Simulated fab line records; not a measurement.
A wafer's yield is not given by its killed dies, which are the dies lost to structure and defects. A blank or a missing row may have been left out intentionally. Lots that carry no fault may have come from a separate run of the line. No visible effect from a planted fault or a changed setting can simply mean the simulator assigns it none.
A lot that was struck, set against a sound lot -- flow sky130 -- 14 out of 708 route steps
Sound: the wafers L769.1, L769.2, L769.5. Struck: wafers L780.2, L780.3, L780.5. The cause is named last.
At each step with rows: each side's tool, then ch and its chambers, then its first start. Under that, the readings that differ: sound wafers -- struck wafers -- difference of the means -- sigmas: that difference in standard deviations of wafers without a fault.
alike: readings with means less than 2 such deviations apart, plus words and numbers identical on both sides. not compared: withheld readings, readings lacking a value on some wafer, bounds such as >300 that could conceal the same value, and numbers that have no deviation in the record and whose values overlap.
The two part at a step that has a row with sigmas, a row that says differs or no value, or rows on one side only. When numbers do not overlap yet have no deviation, they are printed without sigmas and do not part them. A reading missing from all wafers of one side parts the sides only when that side holds two or more wafers.

SKY_METAL2_SPUTTER_01: material TiN, target thk 20 nm, time 16.7 s.
  sound on pvd_sputter-01, day 35 04:49; struck on pvd_sputter-02, day 39 01:14
  alike: throttle_valve_pct
SKY_METAL2_SPUTTER_02: material AlCu, target thk 250 nm, time 13.3 s.
  sound on pvd_sputter-01, day 35 04:50; struck on pvd_sputter-02, day 39 01:16
  alike: throttle_valve_pct
SKY_METAL2_SPUTTER_03: material Ti, target thk 5 nm, time 3.3 s.
  sound on pvd_sputter-01, day 35 04:52; struck on pvd_sputter-02, day 39 01:17
  alike: throttle_valve_pct
SKY_METAL2_SPUTTER_04: material TiN, target thk 70 nm, time 58.3 s.
  sound on pvd_sputter-01, day 35 04:53; struck on pvd_sputter-02, day 39 01:18
  alike: throttle_valve_pct
SKY_METAL2_RS_MEAS_05: uses a four-point probe to measure.
  sound on film_metro-03, day 35 04:56; struck on film_metro-01, day 39 01:22
reading,sound,struck,difference,sigmas
METAL2_ALCU_RS (ohm/sq),0.1288 0.1290 0.1283,0.1260 0.1257 0.1247,-0.0032,-3
SKY_METAL2_THK_MEAS_06: measures by xrf.
  sound on film_metro-03, day 35 05:03; struck on film_metro-01, day 39 01:29
reading,sound,struck,difference,sigmas
METAL2_ALCU_THK (nm),242.1 241.5 244.3,247.5 248.8 249.0,+5.8,+2
then, 6 steps without rows for these wafers: SKY_METAL2_DEHYDRATE_07 (time 60 s); SKY_METAL2_HMDS_08 (prime time 60 s); SKY_METAL2_COAT_09 (resist thk 60 nm); SKY_METAL2_COAT_10 (resist thk 450 nm); SKY_METAL2_SOFTBAKE_11 (time 90 s); SKY_METAL2_EXPOSE_12 (exposes mask MM2, target cd 140 nm).
SKY_METAL2_PEB_13:
  struck on litho_track-03, day 40 00:00; sound on litho_track-03 ch 0, day 36 06:00
reading,sound,struck,difference,sigmas
exhaust_pa (Pa),45.1 45.1 44.9,- - -,no value on the struck wafers,
  not compared: chill_plate_temp_C
then, 1 step without rows for these wafers: SKY_METAL2_DEVELOP_14 (develop time 60 s).

## WHERE THEY PART
Last at SKY_METAL2_PEB_13 as far as this record goes, first at SKY_METAL2_RS_MEAS_05.

WHY: what the simulator had put in
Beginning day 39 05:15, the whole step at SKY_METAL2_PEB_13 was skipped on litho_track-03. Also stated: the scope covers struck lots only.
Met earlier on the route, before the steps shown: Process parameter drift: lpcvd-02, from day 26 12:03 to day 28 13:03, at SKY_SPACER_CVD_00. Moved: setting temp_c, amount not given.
